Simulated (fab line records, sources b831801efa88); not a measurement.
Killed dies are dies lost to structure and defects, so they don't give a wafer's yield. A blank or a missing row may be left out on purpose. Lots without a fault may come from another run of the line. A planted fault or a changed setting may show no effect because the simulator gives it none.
Tool commonality check | flow gf180mcu | 14 lots, 42 wafers sampled

WHY IT WAS OPENED
At GF_VT_IMPLANT_TW_MEAS_43 the reading VT_IMPLANT_4_TW is flagged on 2 of 14 lots. Wafers without a fault read 687, standard deviation 3.5.
Rule: a lot is flagged when every wafer of it that has a number lies more than 4 standard deviations from that mean, or none has a number. The other lots count as sound.

lot  | measured     | on            | VT_IMPLANT_4_TW, wafer by wafer | flag
L444 | day 7 12:01  | film_metro-04 | 684 684 682                     |
L445 | day 7 18:17  | film_metro-03 | 692 688 689                     |
L447 | day 8 10:14  | film_metro-01 | 686 686 685                     |
L450 | day 9 08:45  | film_metro-04 | 685 684 684                     |
L451 | day 9 12:38  | film_metro-04 | 687 691 687                     |
L452 | day 9 18:17  | film_metro-01 | 687 689 688                     |
L453 | day 10 00:44 | film_metro-03 | 691 693 694                     |
L454 | day 10 09:42 | film_metro-01 | 686 685 687                     |
L456 | day 10 20:35 | film_metro-03 | 692 692 695                     |
L457 | day 11 04:52 | film_metro-03 | 694 695 691                     |
L462 | day 12 14:16 | film_metro-04 | 547 549 548                     | FLAGGED
L463 | day 12 20:44 | film_metro-04 | 548 549 548                     | FLAGGED
L466 | day 13 21:37 | film_metro-03 | 685 686 690                     |
L467 | day 13 22:49 | film_metro-03 | 688 692 691                     |
The numbers of the flagged lots are 548 on average: -139 against the usual, or -40 standard deviations.

WHICH TOOL RAN EACH LOT
The record holds 1 process step before the reading, out of a route of 602 steps. In each cell: the tool, then ch and the chambers that the sampled wafers went through, then the start.
lot  | flag    | GF_VT_IMPLANT_IMPLANT_41
L444 |         | implanter-03 ch 0, day 7 11:48
L445 |         | implanter-04 ch 0, day 7 18:02
L447 |         | implanter-04 ch 0, day 8 10:00
L450 |         | implanter-04 ch 0, day 9 08:31
L451 |         | implanter-02 ch 0, day 9 12:24
L452 |         | implanter-02 ch 0, day 9 18:02
L453 |         | implanter-02 ch 0, day 10 00:29
L454 |         | implanter-02 ch 0, day 10 09:27
L456 |         | implanter-03 ch 0, day 10 20:21
L457 |         | implanter-04 ch 0, day 11 04:38
L462 | FLAGGED | implanter-03 ch 0, day 12 14:02
L463 | FLAGGED | implanter-03 ch 0, day 12 20:31
L466 |         | implanter-04 ch 0, day 13 21:23
L467 |         | implanter-02 ch 0, day 13 22:34
What these steps do:
- GF_VT_IMPLANT_IMPLANT_41
- GF_VT_IMPLANT_TW_MEAS_43

FLAGGED OVER TOTAL, TOOL BY TOOL (the gauges that took the reading come last)
step                     | tool          | lots run | flagged | share of the flagged lots | sound lots run after its first flagged lot
GF_VT_IMPLANT_IMPLANT_41 | implanter-02  | 5        | 0       | none                      | -
GF_VT_IMPLANT_IMPLANT_41 | implanter-03  | 4        | 2       | all                       | 0
GF_VT_IMPLANT_IMPLANT_41 | implanter-04  | 5        | 0       | none                      | -
GF_VT_IMPLANT_TW_MEAS_43 | film_metro-01 | 3        | 0       | none                      | -
GF_VT_IMPLANT_TW_MEAS_43 | film_metro-03 | 6        | 0       | none                      | -
GF_VT_IMPLANT_TW_MEAS_43 | film_metro-04 | 5        | 2       | all                       | 0

WHAT THE TABLE ALLOWS
2 rows of the table ran every flagged lot: implanter-03 at GF_VT_IMPLANT_IMPLANT_41, film_metro-04 at GF_VT_IMPLANT_TW_MEAS_43.
- implanter-03 at GF_VT_IMPLANT_IMPLANT_41: 2 of its 4 lots flagged. Its last sound lot is L456 (day 10 20:21), its first flagged lot L462 (day 12 14:02): a fault that began between those two fits. Its own readings lie more than 4 standard deviations out on every wafer of the flagged lots: dose_ions_cm2, faraday_current_uA.
- film_metro-04 at GF_VT_IMPLANT_TW_MEAS_43: 2 of its 5 lots flagged. Its last sound lot is L451 (day 9 12:38), its first flagged lot L462 (day 12 14:16): a fault that began between those two fits.
Counting lots can't tell these 2 tools apart, because each fits a fault that began at some hour. More lots, or a look at what each step does to the wafer, might.

WHAT THE SIMULATOR HAD PUT IN
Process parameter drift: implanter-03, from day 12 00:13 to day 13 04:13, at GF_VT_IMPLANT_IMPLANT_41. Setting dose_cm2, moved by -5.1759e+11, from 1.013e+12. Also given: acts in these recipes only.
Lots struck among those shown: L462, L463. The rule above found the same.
